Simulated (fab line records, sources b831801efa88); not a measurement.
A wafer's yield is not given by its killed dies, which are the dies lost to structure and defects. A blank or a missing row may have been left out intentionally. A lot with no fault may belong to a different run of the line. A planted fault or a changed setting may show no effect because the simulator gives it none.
fab line records	flow sky130
record lots=6	wafers=17	lastDay=50
route steps=708 shown VT_ADJUST_PCH@148 SONOS_TUNNEL@154 SONOS_ONO@168 PAD_OPEN@708
lots that met no fault: taken from a fault-free run of the same line
startH: the number of hours between the record's first day and the start of the first shown wafer of the lot	waitH: time in hours since the lot's previous step	" unchanged from the row above	L1.1+2: several wafers, shown together as one row	- no value, or no start was given	* or withheld: withheld	< > ~ a bound
route shown NAME@n: a module of which the file shows steps, and the number in the route of the first	usual: mean/standard deviation of fault-free wafers	same: alike in all rows	chamber/n: place in a boat	sites: readings site by site	_std_site: the values' standard deviation	_edge_site: mean of outer sites minus mean of inner sites	radiusMm: how far each site lies from the wafer's centre	mask NAME#n: copy n	behind: the last tool/chamber to shape the wafer	hold: reason for holding the lot/hours on hold/outcome of the hold	device: the transistor (n, p or np) that didn't switch	end of line: the route-end tests of the same wafers	a step with no rows: only its recipe	killed: not the wafer's yield, but the dies lost to structure and defects at the first sort	map: per-die view of a wafer (x killed, . not killed, _ where there is no die)
set.NAME: setting as actually run; set.NAME@STEP: the setting as run at that earlier step	model.NAME: the simulator's own value behind a step, which no gauge read
certain route steps with their lots: each step a table, each wafer a row
services: the hour from which a tool's chamber was out of use, counted from the record's first day as startH (under 0 if before that day), plus the number of hours and why
## steps
# step SKY_VT_ADJUST_PCH_PEB_05
# recipe tempC=115	timeS=withheld
# step SKY_VT_ADJUST_PCH_DEVELOP_06
# recipe wallAngleDeg=90	developer=TMAH	developTimeS=60	devTempC=23
# step SKY_VT_ADJUST_PCH_OVL_MEAS_07
# usual VT_ADJUST_PCH_OVL=-0.4/1.3
lot.wafer	tool	chamber	startH	waitH	VT_ADJUST_PCH_OVL[nm]
L490.1	overlay-01	-	228.88	-	-2.2
L490.2	"	-	"	"	-0.5
L490.3	"	-	"	"	-0.7
L494.1	overlay-01	-	252.52	-	-2.2
L494.3	"	-	"	"	-0.3
L494.5	"	-	"	"	-0.5
L498.1	overlay-02	-	298.63	-	-1.4
L498.4	"	-	"	"	-0.3
L498.5	"	-	"	"	-0.7
L503.5	overlay-02	-	324.14	-	-0.2
L503.6	"	-	"	"	-1.4
L510.1	overlay-01	-	381.60	-	-0.7
L510.5	"	-	"	"	-0.8
L510.6	"	-	"	"	0.8
L512.2	overlay-01	-	398.67	-	-1.5
L512.3	"	-	"	"	0.5
L512.5	"	-	"	"	-0.4
# step SKY_VT_ADJUST_PCH_IMPLANT_08
# recipe species=B	energyKev=10	doseCm2=5e+11	tiltDeg=withheld
# step SKY_VT_ADJUST_PCH_STRIP_09
# recipe chemistry=O2/N2	powerW=1400	pressureMtorr=1500	platenTempC=withheld	o2FlowSccm=3000	n2FlowSccm=300	overashFraction=0.5
# usual drypumpMotorCurrentA=5.5/0.32	oesProductAu=0.722/0.0043	stripTimeToEndpointS=36.90/0.091
lot.wafer	tool	chamber	startH	waitH	drypumpMotorCurrentA	oesProductAu	rfHoursCounterH	stripTimeToEndpointS
L490.1	plasmaAsher-03	1	229.07	0.1	5.6	0.717	52	36.96
L490.2	"	0	"	"	5.5	0.719	52	37.08
L490.3	"	0	"	"	5.6	0.721	-	37.00
L494.1	plasmaAsher-02	1	252.70	0.1	4.7	0.715	44	37.02
L494.3	"	1	"	"	4.7	0.716	-	37.09
L494.5	"	1	"	"	4.7	0.717	-	36.87
L498.1	plasmaAsher-04	1	298.82	0.1	5.3	0.721	20	36.86
L498.4	"	0	"	"	5.8	0.724	-	36.92
L498.5	"	0	"	"	5.9	0.723	-	36.95
L503.5	plasmaAsher-02	0	324.37	0.1	5.8	0.718	-	36.78
L503.6	"	1	"	"	4.7	0.724	-	36.76
L510.1	plasmaAsher-03	0	381.79	0.1	5.6	0.722	69	36.84
L510.5	"	1	"	"	5.6	0.728	-	36.84
L510.6	"	0	"	"	5.5	0.716	-	36.76
L512.2	plasmaAsher-02	0	398.85	0.1	5.9	0.728	54	36.87
L512.3	"	1	"	"	4.7	0.722	-	36.75
L512.5	"	1	"	"	4.7	0.727	-	36.89
# step SKY_VT_ADJUST_PCH_TW_MEAS_10
# usual VT_ADJUST_PCH_TW=143.1/1.1
lot.wafer	tool	chamber	startH	waitH	VT_ADJUST_PCH_TW
L490.1	filmMetro-04	-	229.17	0.1	142.7
L490.2	"	-	"	"	142.9
L490.3	"	-	"	"	142.3
L494.1	filmMetro-04	-	252.80	0.1	142.6
L494.3	"	-	"	"	143.3
L494.5	"	-	"	"	142.3
L498.1	filmMetro-03	-	298.92	0.1	142.2
L498.4	"	-	"	"	142.6
L498.5	"	-	"	"	142.9
L503.5	filmMetro-04	-	324.44	0.0	143.3
L503.6	"	-	"	"	143.5
L510.1	filmMetro-03	-	381.89	0.1	142.9
L510.5	"	-	"	"	142.7
L510.6	"	-	"	"	142.0
L512.2	filmMetro-03	-	398.96	0.1	142.1
L512.3	"	-	"	"	142.8
L512.5	"	-	"	"	142.9
# step SKY_SONOS_TUNNEL_DEHYDRATE_00
# recipe tempC=200	timeS=60
# step SKY_SONOS_TUNNEL_HMDS_01
# recipe primeTimeS=60	primeTempC=120
# step SKY_SONOS_TUNNEL_COAT_02
# recipe resist=NOVOLAK	spinRpm=3000	resistThkNm=1140
# step SKY_SONOS_TUNNEL_SOFTBAKE_03
# recipe tempC=90	timeS=60	resist=NOVOLAK
# step SKY_SONOS_TUNNEL_EXPOSE_04
# recipe maskId=TUNM	na=0.6	sourceShape=conventional	sigmaOuter=0.6	polarization=unpolarized	targetCdNm=410	doseMj=136
# step SKY_SONOS_TUNNEL_PEB_05
# recipe tempC=withheld	timeS=*	resist=NOVOLAK
# step SKY_SONOS_TUNNEL_DEVELOP_06
# recipe resist=NOVOLAK	developer=TMAH	developTimeS=60	devTempC=23
lot.wafer	tool	chamber	startH	waitH
L490.1+2+3	lithoTrack-02	0	250.82	0.1
L494.1+3+5	lithoTrack-03	0	276.77	0.1
L498.1+4+5	lithoTrack-02	0	324.26	0.1
L503.5+6	lithoTrack-02	0	351.26	0.1
L510.1+5+6	lithoTrack-01	0	410.88	0.1
L512.2+3+5	lithoTrack-03	0	429.29	0.1
# step SKY_SONOS_TUNNEL_CD_MEAS_07
# recipe targetCdNm=410
# usual cdNm=410.1/2.3
lot.wafer	tool	chamber	startH	waitH	hold	cdNm
L490.1	cdSem-02	-	250.97	0.1	-	409.8
L490.2	"	-	"	"	-	409.7
L490.3	"	-	"	"	-	409.5
L494.1	cdSem-01	-	276.92	0.1	-	414.5
L494.3	"	-	"	"	-	412.0
L494.5	"	-	"	"	-	411.5
L498.1	cdSem-02	-	324.41	0.1	awaitDispo/0.2h/release	407.1
L498.4	"	-	"	"	awaitDispo/0.2h/release	410.5
L498.5	"	-	"	"	awaitDispo/0.2h/release	364.1
L498.1	cdSem-02	-	324.70	0.3	-	407.0
L498.4	"	-	"	"	-	410.4
L498.5	"	-	"	"	-	364.7
L503.5	cdSem-02	-	351.54	0.3	awaitDispo/0.2h/release	364.2
L503.6	"	-	"	"	awaitDispo/0.2h/release	364.5
L503.5	cdSem-02	-	351.83	0.3	-	364.7
L503.6	"	-	"	"	-	364.7
L510.1	cdSem-02	-	411.03	0.1	-	411.5
L510.5	"	-	"	"	-	410.7
L510.6	"	-	"	"	-	412.0
L512.2	cdSem-02	-	429.44	0.1	-	411.8
L512.3	"	-	"	"	-	413.2
L512.5	"	-	"	"	-	412.2
# step SKY_SONOS_TUNNEL_OVL_MEAS_08
# usual SONOS_TUNNEL_OVL=-0.3/1.3
lot.wafer	tool	chamber	startH	waitH	hold	SONOS_TUNNEL_OVL[nm]
L490.1	overlay-01	-	251.09	0.1	-	-0.5
L490.2	"	-	"	"	-	-0.5
L490.3	"	-	"	"	-	-0.9
L494.1	overlay-02	-	277.04	0.1	-	-0.5
L494.3	"	-	"	"	-	-2.0
L494.5	"	-	"	"	-	-1.0
L498.1	overlay-01	-	329.61	4.9	awaitDispo/4.8h/release	0.2
L498.4	"	-	"	"	awaitDispo/4.8h/release	-1.7
L498.5	"	-	"	"	awaitDispo/4.8h/release	-1.6
L503.5	overlay-01	-	355.15	3.3	awaitDispo/3.2h/release	-1.7
L503.6	"	-	"	"	awaitDispo/3.2h/release	0.7
L510.1	overlay-01	-	411.15	0.1	-	-1.1
L510.5	"	-	"	"	-	-2.2
L510.6	"	-	"	"	-	-2.8
L512.2	overlay-02	-	429.55	0.1	-	0.9
L512.3	"	-	"	"	-	0.2
L512.5	"	-	"	"	-	-0.4
# step SKY_SONOS_TUNNEL_IMPLANT_09
# recipe species=B	energyKev=20	doseCm2=1e+12	tiltDeg=withheld
# step SKY_SONOS_TUNNEL_WET_ETCH_10
# recipe chemistry=dHF	targetDepthNm=14	target=SiO2	dilution=100:1	tempC=25	timeS=280
# step SKY_SONOS_TUNNEL_STRIP_11
# recipe chemistry=SPM	timeS=600	tempC=130
# step SKY_SONOS_TUNNEL_TW_MEAS_12
# usual SONOS_TUNNEL_TW=197.1/2
lot.wafer	tool	chamber	startH	waitH	SONOS_TUNNEL_TW
L490.1	filmMetro-04	-	251.63	0.0	197.2
L490.2	"	-	"	"	198.3
L490.3	"	-	"	"	195.8
L494.1	filmMetro-02	-	277.66	0.0	195.9
L494.3	"	-	"	"	195.9
L494.5	"	-	"	"	195.7
L498.1	filmMetro-01	-	330.11	0.0	199.5
L498.4	"	-	"	"	199.4
L498.5	"	-	"	"	199.1
L503.5	filmMetro-02	-	355.63	0.0	194.7
L503.6	"	-	"	"	195.2
L510.1	filmMetro-04	-	411.61	0.0	197.1
L510.5	"	-	"	"	196.4
L510.6	"	-	"	"	196.5
L512.2	filmMetro-01	-	430.00	0.0	199.6
L512.3	"	-	"	"	197.9
L512.5	"	-	"	"	198.7
# step SKY_SONOS_TUNNEL_CLEAN_13
# recipe chemistry=dHF	timeS=20	dilution=100:1	dry=ipaMarangoni
# step SKY_SONOS_ONO_OXIDATION_00
# recipe tempC=800	ambient=O2	idleTempC=700	rampUpCPerMin=10	rampDownCPerMin=3	stabiliseS=600	purgeS=300	targetThkA=26	oxTimeS=1249
# usual spikeTcBottomC=821.3/1
lot.wafer	tool	chamber	startH	waitH	spikeTcBottomC	model.SiO2_of_SONOS_ONO_OXIDATION_00.thkNm
L490.1	furnace-01	0	251.71	0.0	821.1	2.68
L490.2	"	0	"	"	821.9	2.675
L490.3	"	0	"	"	822.4	2.636
L494.1	furnace-02	0	277.84	0.1	821.6	2.574
L494.3	"	0	"	"	820.9	2.605
L494.5	"	0	"	"	821.8	2.629
L498.1	furnace-02	0	330.71	0.5	822.9	2.677
L498.4	"	0	"	"	820.3	2.662
L498.5	"	0	"	"	820.4	2.66
L503.5	furnace-01	0	356.44	0.8	822.0	2.531
L503.6	"	0	"	"	822.6	2.506
L510.1	furnace-02	0	413.93	2.2	821.0	2.583
L510.5	"	0	"	"	822.0	2.613
L510.6	"	0	"	"	821.2	2.592
L512.2	furnace-02	0	430.06	0.0	822.7	2.673
L512.3	"	0	"	"	822.6	2.731
L512.5	"	0	"	"	820.7	2.735
# step SKY_SONOS_ONO_THK_MEAS_01
# recipe reads=SiO2_of_SONOS_ONO_OXIDATION_00
# usual SONOS_ONO_OXIDATION_THK=2.62/0.052
lot.wafer	tool	chamber	startH	waitH	SONOS_ONO_OXIDATION_THK[nm]
L490.1	filmMetro-02	-	253.06	0.0	2.68
L490.2	"	-	"	"	2.67
L490.3	"	-	"	"	2.66
L494.1	filmMetro-02	-	279.19	0.0	2.52
L494.3	"	-	"	"	2.65
L494.5	"	-	"	"	2.65
L498.1	filmMetro-01	-	332.06	0.0	2.67
L498.4	"	-	"	"	2.63
L498.5	"	-	"	"	2.70
L503.5	filmMetro-03	-	357.83	0.0	2.51
L503.6	"	-	"	"	2.50
L510.1	filmMetro-01	-	415.27	0.0	2.57
L510.5	"	-	"	"	2.61
L510.6	"	-	"	"	2.59
L512.2	filmMetro-01	-	431.42	0.0	2.70
L512.3	"	-	"	"	2.74
L512.5	"	-	"	"	2.68
# step SKY_PAD_OPEN_PROBE_99
# usual killed_at_M0_to_M3=44/7	killed_at_M4_up=3.0/1.7	killedAtContacts=24/5.2	killedAtFrontEnd=15/4.8	killedAtOther=0.2/0.56	killedDies=86/9.7	killedOnRim=17/4.1	killedOpen=47/7.1	killedShort=39/6.3
# same grossDies=492	killedAtBackSide=0
lot.wafer	tool	chamber	startH	waitH	killed_at_M0_to_M3	killed_at_M4_up	killedAtContacts	killedAtFrontEnd	killedAtOther	killedDies	killedOnRim	killedOpen	killedShort
L494.1	prober-02	-	1102.75	0.1	48	2	23	12	0	85	16	50	35
L494.3	prober-02	-	1102.85	0.2	51	5	22	12	0	90	20	41	49
L494.5	prober-02	-	1102.95	0.2	36	2	26	11	0	75	8	52	23
L498.4	prober-02	-	1137.44	0.2	43	1	15	10	0	69	11	33	36
L498.5	prober-02	-	1137.49	0.2	42	2	22	14	0	80	13	44	36
L503.6	prober-01	-	1159.79	0.2	51	7	23	11	1	93	14	48	45
L510.1	prober-01	-	1192.08	0.1	54	4	25	17	0	100	23	52	48
L510.5	prober-01	-	1192.28	0.2	40	1	32	22	0	95	21	58	37
L510.6	prober-01	-	1192.33	0.2	63	1	24	4	0	92	27	52	40
L512.2	prober-01	-	1198.45	0.1	52	1	16	11	0	80	19	43	36
L512.3	prober-01	-	1198.50	0.2	38	8	30	19	0	95	18	55	40
L512.5	prober-01	-	1198.60	0.2	41	1	19	16	0	77	12	42	34
# killed by level:class
L494.1 VIA2:geometricParticle:open=11 METAL1:geometricParticle:short=8 CONTACT:geometricParticle:open=7 VIA1:geometricParticle:open=7 VIA3:geometricParticle:open=7 FIELD_ISO:geometricParticle:open=6 LI_CONTACT:geometricParticle:open=6 CONTACT:geometricParticle:short=6
L494.3 VIA1:geometricParticle:open=15 METAL1:geometricParticle:short=9 VIA1:geometricParticle:short=7 METAL2:geometricParticle:short=6 VIA2:geometricParticle:open=6 FIELD_ISO:geometricParticle:short=5 LI_CONTACT:geometricParticle:open=5 LOCAL_INTERCONNECT:geometricParticle:short=5
L494.5 LI_CONTACT:geometricParticle:open=11 CONTACT:geometricParticle:open=9 VIA1:geometricParticle:open=9 VIA3:geometricParticle:open=7 VIA2:geometricParticle:open=6 FIELD_ISO:geometricParticle:open=4 METAL2:geometricParticle:short=4 CONTACT:geometricParticle:short=3
L498.4 METAL2:geometricParticle:short=11 CONTACT:geometricParticle:open=8 VIA1:geometricParticle:open=7 POLY_GATE:geometricParticle:short=5 VIA2:geometricParticle:open=5 CONTACT:geometricParticle:short=4 POLY_GATE:geometricParticle:open=3 METAL1:geometricParticle:short=3
L498.5 CONTACT:geometricParticle:open=12 VIA1:geometricParticle:open=8 METAL2:geometricParticle:short=6 POLY_GATE:geometricParticle:open=5 METAL1:geometricParticle:short=5 METAL3:geometricParticle:short=5 VIA3:geometricParticle:open=4 LI_CONTACT:geometricParticle:open=4
L503.6 VIA1:geometricParticle:open=10 LI_CONTACT:geometricParticle:open=9 METAL4:geometricParticle:short=7 VIA3:geometricParticle:open=7 VIA2:geometricParticle:open=7 CONTACT:geometricParticle:open=7 FIELD_ISO:geometricParticle:short=6 METAL1:geometricParticle:short=6
L510.1 VIA1:geometricParticle:open=14 CONTACT:geometricParticle:open=11 VIA3:geometricParticle:open=7 METAL1:geometricParticle:short=6 METAL3:geometricParticle:short=6 FIELD_ISO:geometricParticle:short=5 LI_CONTACT:geometricParticle:open=5 METAL2:geometricParticle:short=5
L510.5 CONTACT:geometricParticle:open=12 VIA1:geometricParticle:open=11 FIELD_ISO:geometricParticle:open=9 LI_CONTACT:geometricParticle:open=9 POLY_GATE:geometricParticle:short=7 CONTACT:geometricParticle:short=6 VIA3:geometricParticle:open=6 METAL1:geometricParticle:short=5
L510.6 VIA1:geometricParticle:open=15 CONTACT:geometricParticle:open=13 VIA3:geometricParticle:open=10 VIA1:geometricParticle:short=8 METAL2:geometricParticle:short=7 METAL1:geometricParticle:short=6 VIA2:geometricParticle:short=6 VIA2:geometricParticle:open=6
L512.2 VIA1:geometricParticle:open=13 METAL1:geometricParticle:short=8 VIA3:geometricParticle:open=7 CONTACT:geometricParticle:open=6 VIA3:geometricParticle:short=5 FIELD_ISO:geometricParticle:open=4 LI_CONTACT:geometricParticle:open=4 CONTACT:geometricParticle:short=4
L512.3 CONTACT:geometricParticle:open=13 VIA1:geometricParticle:open=13 VIA3:geometricParticle:open=8 METAL4:geometricParticle:short=7 LI_CONTACT:geometricParticle:open=6 LOCAL_INTERCONNECT:geometricParticle:short=6 FIELD_ISO:geometricParticle:short=4 POLY_GATE:geometricParticle:open=4
L512.5 VIA1:geometricParticle:open=10 VIA3:geometricParticle:short=6 LI_CONTACT:geometricParticle:open=5 LOCAL_INTERCONNECT:geometricParticle:short=5 METAL1:geometricParticle:short=5 VIA2:geometricParticle:open=5 FIELD_ISO:geometricParticle:open=4 POLY_GATE:geometricParticle:open=4
## services
tool	chamber	startH	hours	kind
furnace-02	-	226.07	4.2	pm
furnace-02	-	239.91	3.4	pm
plasmaAsher-02	-	274.20	42.0	repair
plasmaAsher-02	-	314.16	4.0	repair
furnace-01	-	347.95	3.0	pm
plasmaAsher-04	-	397.11	6.0	repair
furnace-02	-	408.03	3.3	pm
plasmaAsher-03	-	421.25	9.0	pm
plasmaAsher-03	0	421.25	9.0	ventCycle
plasmaAsher-03	1	421.25	9.0	ventCycle
lithoTrack-02	-	422.95	-	consumableReplace:filter
## key
firstSign step=SKY_SONOS_TUNNEL_CD_MEAS_07	reading=visit	direction=added
effect step=SKY_SONOS_TUNNEL_CD_MEAS_07	reading=cdNm	direction=down	sigmas=20	usual=410.1	struck=364.3
modelEffect step=SKY_SONOS_ONO_OXIDATION_00	value=SiO2_of_SONOS_ONO_OXIDATION_00.thkNm	without=2.62	struck=2.566
metAt SKY_SONOS_TUNNEL_DEVELOP_06
struckWafers L498.5,L503.5,L503.6
testerLeftOut L498,L503
onsetBetween 250.82 324.26
fault kind=processParameterDrift	tool=lithoTrack-02	chamber=-	onsetH=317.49	steps=SKY_SONOS_TUNNEL_DEVELOP_06	channel=developTimeS	offset=*	shape=step	endH=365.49	scope=struckWafersOnly	actsIn=*	stated=*
# testerLeftOut: of these lots the tester's yield and bins aren't shown, on N5 and GAA mostly nor the transistor test; their killed dies are dies lost to structure and defects alone, not to doping, threshold or leakage, so they don't give the yield
